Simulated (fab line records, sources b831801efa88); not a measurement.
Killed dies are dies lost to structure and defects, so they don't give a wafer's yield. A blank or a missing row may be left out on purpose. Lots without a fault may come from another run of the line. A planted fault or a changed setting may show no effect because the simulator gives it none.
fab line records | flow sky130
record lots=24 wafers=72 last_day=50
route steps=708 shown FIELD_ISO@3 CONTACT@420 METAL1@449 VIA2@528 VIA3@588
lots that met no fault: from a run of the same line without faults
start_h: hours from the record's first day to the start of the lot's first wafer shown | wait_h: hours since the lot's step before | " the same as in the row above | L1.1+2: a row that stands for several wafers | - no value, or no start given | * or withheld: withheld | < > ~ a bound
route shown NAME@n: a module of which the file shows steps, and the number in the route of the first | usual: mean/standard deviation of fault-free wafers | same: alike in all rows | chamber/n: place in a boat | sites: the reading at each site | _std_site: their standard deviation | _edge_site: outer sites' mean less inner sites' | radius_mm: how far each site lies from the wafer's centre | mask NAME#n: copy n | behind: the tool/chamber that last shaped the wafer | hold: why the lot was held/for how many hours/how that ended | device: the transistor (n, p or np) that didn't switch | end of line: the same wafers' tests at the end of the route | a step without rows: its recipe alone | killed: dies lost to structure and defects at the first sort, not the wafer's yield | map: a wafer's dies, x killed, . not, _ none there
set.NAME: the setting as run; set.NAME@STEP: as run at that earlier step | model.NAME: the simulator's own value behind a step, which no gauge read
steps of the route over a sample of lots; a table a step, a row a wafer
services: from which hour (start_h, from the record's first day; less than 0 if before it) a tool's chamber was out of use, for how many hours, and why
## steps
# step SKY_FIELD_ISO_THK_MEAS_02
# recipe reads=SiO2_of_FIELD_ISO_OXIDATION_01
# usual FIELD_ISO_OXIDATION_00_THK=12.0/0.31
# columns lot.wafer tool chamber start_h wait_h FIELD_ISO_OXIDATION_00_THK[nm]
L074.2 film_metro-03 - 12.30 0.0 11.9
L074.3 " - " " 12.1
L074.6 " - " " 11.6
L075.1 film_metro-01 - 17.76 0.0 12.1
L075.4 " - " " 12.0
L075.6 " - " " 12.4
L076.4 film_metro-01 - 22.78 0.0 12.0
L076.5 " - " " 11.9
L076.6 " - " " 12.0
L077.1 film_metro-03 - 27.02 0.0 11.8
L077.5 " - " " 11.9
L077.6 " - " " 11.8
L078.1 film_metro-02 - 33.04 0.0 11.7
L078.4 " - " " 11.7
L078.6 " - " " 11.7
L079.1 film_metro-03 - 36.85 0.0 12.1
L079.2 " - " " 12.2
L079.4 " - " " 12.1
L080.2 film_metro-02 - 42.19 0.0 11.9
L080.3 " - " " 11.6
L080.6 " - " " 11.6
L081.1 film_metro-01 - 47.01 0.0 11.5
L081.2 " - " " 11.7
L081.3 " - " " 11.6
L082.2 film_metro-02 - 52.35 0.0 11.8
L082.3 " - " " 12.0
L082.5 " - " " 12.1
L083.1 film_metro-03 - 57.75 0.0 12.7
L083.3 " - " " 12.4
L083.5 " - " " 12.3
L084.1 film_metro-03 - 61.63 0.0 11.5
L084.3 " - " " 11.7
L084.6 " - " " 11.7
L085.3 film_metro-01 - 66.65 0.0 12.6
L085.4 " - " " 12.5
L085.6 " - " " 12.5
L086.1 film_metro-03 - 72.43 0.0 11.4
L086.4 " - " " 11.4
L086.6 " - " " 11.3
L087.3 film_metro-03 - 77.29 0.0 12.4
L087.5 " - " " 12.5
L087.6 " - " " 12.7
L088.1 film_metro-01 - 82.41 0.0 11.9
L088.5 " - " " 11.8
L088.6 " - " " 11.7
L089.1 film_metro-01 - 86.63 0.0 11.8
L089.2 " - " " 12.0
L089.4 " - " " 11.8
L090.2 film_metro-02 - 92.35 0.0 11.7
L090.3 " - " " 11.9
L090.5 " - " " 11.7
L091.2 film_metro-03 - 97.13 0.0 12.0
L091.3 " - " " 11.9
L091.6 " - " " 12.0
L092.4 film_metro-01 - 101.66 0.0 12.3
L092.5 " - " " 12.2
L092.6 " - " " 12.4
L093.3 film_metro-03 - 107.42 0.0 12.0
L093.4 " - " " 12.2
L093.6 " - " " 12.1
L094.3 film_metro-02 - 112.56 0.0 12.3
L094.4 " - " " 12.2
L094.5 " - " " 12.2
L095.3 film_metro-01 - 117.44 0.0 12.0
L095.4 " - " " 11.9
L095.6 " - " " 11.9
L096.2 film_metro-01 - 122.90 0.0 12.0
L096.5 " - " " 12.1
L096.6 " - " " 12.3
L097.2 film_metro-01 - 127.67 0.0 12.0
L097.3 " - " " 12.0
L097.5 " - " " 12.1
# step SKY_CONTACT_CD_MEAS_14
# recipe target_cd_nm=170
# usual cd_nm=169.7/1.4
# columns lot.wafer tool chamber start_h wait_h cd_nm
L074.2 cd_sem-02 - 739.28 - 169.8
L074.3 " - " " 168.8
L074.6 " - " " 170.4
L075.1 cd_sem-02 - 744.20 - 170.7
L075.4 " - " " 171.5
L075.6 " - " " 171.5
L076.4 cd_sem-01 - 752.04 - 168.7
L076.5 " - " " 169.7
L076.6 " - " " 169.1
L077.1 cd_sem-02 - 758.06 - 166.6
L077.5 " - " " 168.0
L077.6 " - " " 166.9
L078.1 cd_sem-02 - 770.96 - 167.8
L078.4 " - " " 169.5
L078.6 " - " " 169.9
L080.2 cd_sem-01 - 784.67 - 167.1
L080.3 " - " " 169.9
L080.6 " - " " 168.7
L079.1 cd_sem-02 - 788.78 - 167.5
L079.2 " - " " 168.9
L079.4 " - " " 165.3
L081.1 cd_sem-01 - 798.98 - 173.0
L081.2 " - " " 171.3
L081.3 " - " " 172.0
L082.2 cd_sem-01 - 809.78 - 170.0
L082.3 " - " " 169.0
L082.5 " - " " 170.6
L083.1 cd_sem-01 - 818.96 - 168.1
L083.3 " - " " 169.7
L083.5 " - " " 169.1
L085.3 cd_sem-01 - 822.95 - 170.7
L085.4 " - " " 171.4
L085.6 " - " " 171.4
L084.1 cd_sem-02 - 823.11 - 170.4
L084.3 " - " " 170.0
L084.6 " - " " 170.7
L086.1 cd_sem-02 - 838.91 - 171.0
L086.4 " - " " 171.4
L086.6 " - " " 172.2
L087.3 cd_sem-01 - 847.37 - 170.0
L087.5 " - " " 170.7
L087.6 " - " " 171.2
L088.1 cd_sem-02 - 848.36 - 169.3
L088.5 " - " " 169.6
L088.6 " - " " 168.4
L089.1 cd_sem-01 - 857.26 - 169.3
L089.2 " - " " 169.2
L089.4 " - " " 168.2
L090.2 cd_sem-01 - 867.90 - 168.7
L090.3 " - " " 169.4
L090.5 " - " " 171.2
L091.2 cd_sem-02 - 868.85 - 169.0
L091.3 " - " " 167.3
L091.6 " - " " 169.1
L092.4 cd_sem-01 - 874.64 - 168.2
L092.5 " - " " 169.2
L092.6 " - " " 169.5
L093.3 cd_sem-01 - 886.20 - 172.5
L093.4 " - " " 170.9
L093.6 " - " " 172.5
L094.3 cd_sem-02 - 898.45 - 171.3
L094.4 " - " " 169.4
L094.5 " - " " 171.3
L095.3 cd_sem-02 - 901.25 - 167.9
L095.4 " - " " 168.4
L095.6 " - " " 169.6
L097.2 cd_sem-01 - 904.63 - 169.9
L097.3 " - " " 170.1
L097.5 " - " " 170.6
L096.2 cd_sem-01 - 908.18 - 170.5
L096.5 " - " " 171.3
L096.6 " - " " 170.6
# step SKY_METAL1_CD_MEAS_15
# recipe target_cd_nm=140
# usual cd_nm=140.4/1.4
# columns lot.wafer tool chamber start_h wait_h cd_nm
L074.2 cd_sem-02 - 768.18 - 142.6
L074.3 " - " " 140.9
L074.6 " - " " 141.8
L075.1 cd_sem-02 - 772.81 - 137.9
L075.4 " - " " 139.4
L075.6 " - " " 140.1
L076.4 cd_sem-02 - 781.01 - 140.9
L076.5 " - " " 140.1
L076.6 " - " " 140.6
L077.1 cd_sem-01 - 786.61 - 141.1
L077.5 " - " " 142.0
L077.6 " - " " 141.3
L078.1 cd_sem-02 - 799.06 - 140.3
L078.4 " - " " 141.3
L078.6 " - " " 140.6
L080.2 cd_sem-02 - 812.53 - 140.7
L080.3 " - " " 141.0
L080.6 " - " " 141.1
L079.1 cd_sem-02 - 817.06 - 139.2
L079.2 " - " " 139.6
L079.4 " - " " 138.8
L081.1 cd_sem-02 - 827.36 - 140.1
L081.2 " - " " 138.2
L081.3 " - " " 138.7
L082.2 cd_sem-02 - 837.48 - 141.0
L082.3 " - " " 141.9
L082.5 " - " " 140.7
L083.1 cd_sem-01 - 846.86 - 139.7
L083.3 " - " " 139.1
L083.5 " - " " 139.9
L085.3 cd_sem-02 - 850.55 - 142.9
L085.4 " - " " 144.4
L085.6 " - " " 143.1
L084.1 cd_sem-01 - 850.86 - 140.7
L084.3 " - " " 140.1
L084.6 " - " " 138.0
L086.1 cd_sem-02 - 866.36 - 140.1
L086.4 " - " " 140.9
L086.6 " - " " 139.3
L087.3 cd_sem-02 - 875.60 - 140.2
L087.5 " - " " 139.4
L087.6 " - " " 139.2
L088.1 cd_sem-02 - 876.36 - 137.4
L088.5 " - " " 139.4
L088.6 " - " " 138.9
L089.1 cd_sem-01 - 884.46 - 138.8
L089.2 " - " " 140.9
L089.4 " - " " 140.1
L090.2 cd_sem-02 - 895.28 - 141.8
L090.3 " - " " 139.8
L090.5 " - " " 141.6
L091.2 cd_sem-01 - 896.08 - 137.8
L091.3 " - " " 138.4
L091.6 " - " " 137.9
L092.4 cd_sem-01 - 901.97 - 138.6
L092.5 " - " " 141.1
L092.6 " - " " 140.4
L093.3 cd_sem-02 - 913.40 - 142.5
L093.4 " - " " 142.2
L093.6 " - " " 142.6
L094.3 cd_sem-02 - 925.50 - 142.7
L094.4 " - " " 142.3
L094.5 " - " " 141.1
L095.3 cd_sem-02 - 928.65 - 141.8
L095.4 " - " " 140.7
L095.6 " - " " 140.1
L097.2 cd_sem-01 - 931.38 - 141.4
L097.3 " - " " 140.0
L097.5 " - " " 140.7
L096.2 cd_sem-01 - 934.23 - 137.5
L096.5 " - " " 137.8
L096.6 " - " " 140.7
# step SKY_VIA2_CVD_21
# recipe material=W target_thk_nm=420 time_s=126.4 temp_c=400 pressure_torr=40
# usual heater_power_w=764/44
# columns lot.wafer tool chamber start_h wait_h heater_power_w
L074.2 cvd_w-01 0 853.37 0.0 787
L074.3 " 1 " " 706
L074.6 " 1 " " 692
L075.1 cvd_w-02 1 857.22 0.0 785
L075.4 " 1 " " 764
L075.6 " 0 " " 822
L076.4 cvd_w-01 1 865.92 0.1 704
L076.5 " 0 " " 787
L076.6 " 1 " " 709
L077.1 cvd_w-01 0 870.82 0.0 786
L077.5 " 1 " " 714
L077.6 " 0 " " 789
L078.1 cvd_w-01 0 883.30 0.0 793
L078.4 " 0 " " 793
L078.6 " 1 " " 709
L080.2 cvd_w-01 1 897.28 0.0 714
L080.3 " 0 " " 793
L080.6 " 1 " " 706
L079.1 cvd_w-02 0 901.47 0.0 833
L079.2 " 1 " " 778
L079.4 " 0 " " 814
L081.1 cvd_w-01 1 910.08 0.0 698
L081.2 " 0 " " 801
L081.3 " 0 " " 768
L082.2 cvd_w-01 1 919.70 0.0 725
L082.3 " 1 " " 703
L082.5 " 1 " " 673
L083.1 cvd_w-01 1 928.98 0.0 732
L083.3 " 1 " " 695
L083.5 " 1 " " 704
L085.3 cvd_w-01 0 932.45 0.1 773
L085.4 " 1 " " 713
L085.6 " 1 " " 714
L084.1 cvd_w-02 0 933.27 0.0 820
L084.3 " 1 " " 779
L084.6 " 0 " " 823
L086.1 cvd_w-01 0 947.57 0.0 790
L086.4 " 0 " " 774
L086.6 " 0 " " 797
L087.3 cvd_w-01 0 956.66 0.1 780
L087.5 " 0 " " 792
L087.6 " 0 " " 801
L088.1 cvd_w-02 0 958.41 0.0 822
L088.5 " 0 " " 807
L088.6 " 1 " " 784
L089.1 cvd_w-01 0 964.92 0.0 805
L089.2 " 1 " " 720
L089.4 " 1 " " 706
L090.2 cvd_w-01 1 974.38 0.0 709
L090.3 " 1 " " 711
L090.5 " 0 " " 801
L091.2 cvd_w-02 1 974.43 0.0 751
L091.3 " 0 " " 817
L091.6 " 0 " " 812
L092.4 cvd_w-02 1 982.21 0.1 774
L092.5 " 1 " " 767
L092.6 " 0 " " 816
L093.3 cvd_w-01 1 992.16 0.1 703
L093.4 " 0 " " 803
L093.6 " 1 " " 714
L094.3 cvd_w-01 1 1003.15 0.1 709
L094.4 " 0 " " 801
L094.5 " 0 " " 808
L095.3 cvd_w-02 0 1006.81 0.1 794
L095.4 " 1 " " 772
L095.6 " 0 " " 810
L097.2 cvd_w-01 0 1008.57 0.0 788
L097.3 " 0 " " 803
L097.5 " 1 " " 699
L096.2 cvd_w-01 1 1010.82 0.0 703
L096.5 " 0 " " 803
L096.6 " 1 " " 702
# step SKY_VIA3_ETCH_15
# recipe target=SiO2 chemistry=C4F8/O2/Ar target_depth_nm=507 stop_on=TiN mask_material=KrF-thick source_w=1500 bias_w=1200 pressure_mtorr=40 c4f8_flow_sccm=withheld O2_flow_sccm=6 Ar_flow_sccm=300 time_s=78
# usual oes_product_au=0.946/0.0049
# columns lot.wafer tool chamber start_h wait_h oes_product_au rf_hours_counter_h
L074.2 rie_diel-01 2 933.28 0.0 0.947 4
L074.3 " 1 " " 0.941 19
L074.6 " 2 " " 0.942 -
L075.1 rie_diel-01 1 936.36 0.0 0.949 19
L075.4 " 0 " " 0.939 25
L075.6 " 1 " " 0.954 -
L076.4 rie_diel-02 2 944.88 0.0 0.946 17
L076.5 " 0 " " 0.945 -
L076.6 " 1 " " 0.948 -
L077.1 rie_diel-01 2 950.23 0.0 0.947 4
L077.5 " 0 " " 0.948 -
L077.6 " 2 " " 0.945 -
L078.1 rie_diel-01 0 962.01 0.0 0.943 26
L078.4 " 1 " " 0.944 -
L078.6 " 2 " " 0.946 -
L080.2 rie_diel-03 2 974.31 0.0 0.944 8
L080.3 " 3 " " 0.947 15
L080.6 " 3 " " 0.951 -
L079.1 rie_diel-03 2 978.58 0.0 0.946 8
L079.2 " 3 " " 0.951 15
L079.4 " 1 " " 0.944 4
L081.1 rie_diel-02 0 986.91 0.0 0.957 29
L081.2 " 1 " " 0.950 11
L081.3 " 2 " " 0.958 18
L082.2 rie_diel-03 1 995.86 0.0 0.952 5
L082.3 " 2 " " 0.948 9
L082.5 " 3 " " 0.942 -
L083.1 rie_diel-01 1 1004.86 0.0 0.943 22
L083.3 " 2 " " 0.949 7
L083.5 " 0 " " 0.960 -
L085.3 rie_diel-02 3 1007.46 0.0 0.948 21
L085.4 " 0 " " 0.936 29
L085.6 " 1 " " 0.943 -
L084.1 rie_diel-03 1 1008.93 0.0 0.951 6
L084.3 " 2 " " 0.944 9
L084.6 " 2 " " 0.951 -
L086.1 rie_diel-02 2 1022.66 0.0 0.940 19
L086.4 " 1 " " 0.943 13
L086.6 " 0 " " 0.941 -
L087.3 rie_diel-01 3 1030.01 0.0 0.946 7
L087.5 " 2 " " 0.949 -
L087.6 " 1 " " 0.945 -
L088.1 rie_diel-03 0 1031.91 0.0 0.956 8
L088.5 " 2 " " 0.954 -
L088.6 " 3 " " 0.950 -
L089.1 rie_diel-01 2 1039.26 0.0 0.949 8
L089.2 " 3 " " 0.942 7
L089.4 " 2 " " 0.947 -
L090.2 rie_diel-03 2 1046.61 0.0 0.945 11
L090.3 " 3 " " 0.941 17
L090.5 " 0 " " 0.948 -
L091.2 rie_diel-02 0 1046.96 0.0 0.948 31
L091.3 " 3 " " 0.944 22
L091.6 " 1 " " 0.945 -
L092.4 rie_diel-02 3 1053.43 0.0 0.944 23
L092.5 " 2 " " 0.946 -
L092.6 " 3 " " 0.947 -
L093.3 rie_diel-03 2 1062.06 0.0 0.953 11
L093.4 " 0 " " 0.949 10
L093.6 " 0 " " 0.934 -
L094.3 rie_diel-01 1 1073.88 0.0 0.937 25
L094.4 " 2 " " 0.944 9
L094.5 " 2 " " 0.950 -
L095.3 rie_diel-02 2 1077.06 0.0 0.952 21
L095.4 " 1 " " 0.942 15
L095.6 " 1 " " 0.952 -
L097.2 rie_diel-03 1 1078.73 0.0 0.956 8
L097.3 " 2 " " 0.957 12
L097.5 " 2 " " 0.948 -
L096.2 rie_diel-01 3 1081.06 0.0 0.944 8
L096.5 " 2 " " 0.949 -
L096.6 " 3 " " 0.949 -
# step SKY_VIA3_SPUTTER_20
# recipe material=TiN target_thk_nm=20 chamber_pressure_pa=5 power_w=4000 time_s=80
# usual throttle_valve_pct=29.8/1.1
# columns lot.wafer tool chamber start_h wait_h throttle_valve_pct
L074.2 pvd_sputter-01 - 933.93 0.0 28.7
L074.3 " - " " 30.3
L074.6 " - " " 28.9
L075.1 pvd_sputter-03 - 937.01 0.0 29.9
L075.4 " - " " 28.8
L075.6 " - " " 28.8
L076.4 pvd_sputter-01 - 945.54 0.0 30.4
L076.5 " - " " 30.3
L076.6 " - " " 29.1
L077.1 pvd_sputter-01 - 950.88 0.0 28.9
L077.5 " - " " 30.4
L077.6 " - " " 29.4
L078.1 pvd_sputter-03 - 962.72 0.0 30.7
L078.4 " - " " 30.2
L078.6 " - " " 30.4
L080.2 pvd_sputter-03 - 975.00 0.0 28.6
L080.3 " - " " 30.3
L080.6 " - " " 28.8
L079.1 pvd_sputter-01 - 979.27 0.0 28.8
L079.2 " - " " 29.1
L079.4 " - " " 28.9
L081.1 pvd_sputter-03 - 987.67 0.0 28.6
L081.2 " - " " 28.9
L081.3 " - " " 30.5
L082.2 pvd_sputter-03 - 996.56 0.0 29.9
L082.3 " - " " 28.7
L082.5 " - " " 30.5
L083.1 pvd_sputter-03 - 1005.51 0.0 30.0
L083.3 " - " " 28.7
L083.5 " - " " 30.0
L085.3 pvd_sputter-03 - 1008.11 0.0 28.9
L085.4 " - " " 30.5
L085.6 " - " " 28.6
L084.1 pvd_sputter-04 - 1009.58 0.0 30.2
L084.3 " - " " 28.7
L084.6 " - " " 28.7
L086.1 pvd_sputter-01 - 1023.31 0.0 29.5
L086.4 " - " " 28.9
L086.6 " - " " 30.4
L087.3 pvd_sputter-03 - 1030.66 0.0 29.7
L087.5 " - " " 30.4
L087.6 " - " " 30.0
L088.1 pvd_sputter-03 - 1032.60 0.0 30.3
L088.5 " - " " 30.3
L088.6 " - " " 29.9
L089.1 pvd_sputter-04 - 1039.91 0.0 32.0
L089.2 " - " " 28.4
L089.4 " - " " 30.0
L090.2 pvd_sputter-04 - 1047.75 0.0 32.1
L090.3 " - " " 30.0
L090.5 " - " " 32.0
L091.2 pvd_sputter-01 - 1048.10 0.0 30.3
L091.3 " - " " 28.8
L091.6 " - " " 29.0
L092.4 pvd_sputter-03 - 1054.48 0.0 28.7
L092.5 " - " " 29.0
L092.6 " - " " 30.1
L093.3 pvd_sputter-03 - 1062.71 0.0 28.7
L093.4 " - " " 30.1
L093.6 " - " " 29.8
L094.3 pvd_sputter-04 - 1074.53 0.0 31.9
L094.4 " - " " 28.5
L094.5 " - " " 31.7
L095.3 pvd_sputter-04 - 1077.85 0.0 28.6
L095.4 " - " " 32.3
L095.6 " - " " 30.2
L097.2 pvd_sputter-04 - 1079.39 0.0 30.0
L097.3 " - " " 32.0
L097.5 " - " " 28.7
L096.2 pvd_sputter-01 - 1081.72 0.0 30.2
L096.5 " - " " 29.7
L096.6 " - " " 30.5
## services
# columns tool chamber start_h hours kind
rie_diel-03 2 841.86 17.4 repair
rie_diel-03 1 842.99 7.9 repair
rie_diel-01 - 845.61 15.4 repair
rie_diel-03 3 848.03 4.3 repair
pvd_sputter-01 - 850.76 3.4 repair
pvd_sputter-03 - 853.92 0.7 repair
rie_diel-02 1 864.97 4.3 repair
cvd_w-02 - 870.33 2.8 pm
rie_diel-03 - 873.41 0.1 repair
rie_diel-01 3 891.22 4.3 repair
cvd_w-01 1 905.00 2.7 repair
rie_diel-03 1 905.60 5.8 repair
pvd_sputter-03 - 905.86 16.3 repair
pvd_sputter-03 - 923.71 4.6 repair
pvd_sputter-03 - 944.22 2.4 repair
rie_diel-01 3 947.52 70.4 repair
cvd_w-01 1 953.36 3.8 repair
rie_diel-01 0 976.53 17.7 repair
cvd_w-01 - 982.60 1.0 repair
rie_diel-03 1 1015.15 8.8 repair
cvd_w-01 - 1017.93 4.3 repair
pvd_sputter-03 - 1018.01 11.2 repair
cvd_w-01 1 1032.64 9.4 repair
rie_diel-01 - 1049.40 1.9 repair
## key
fault none
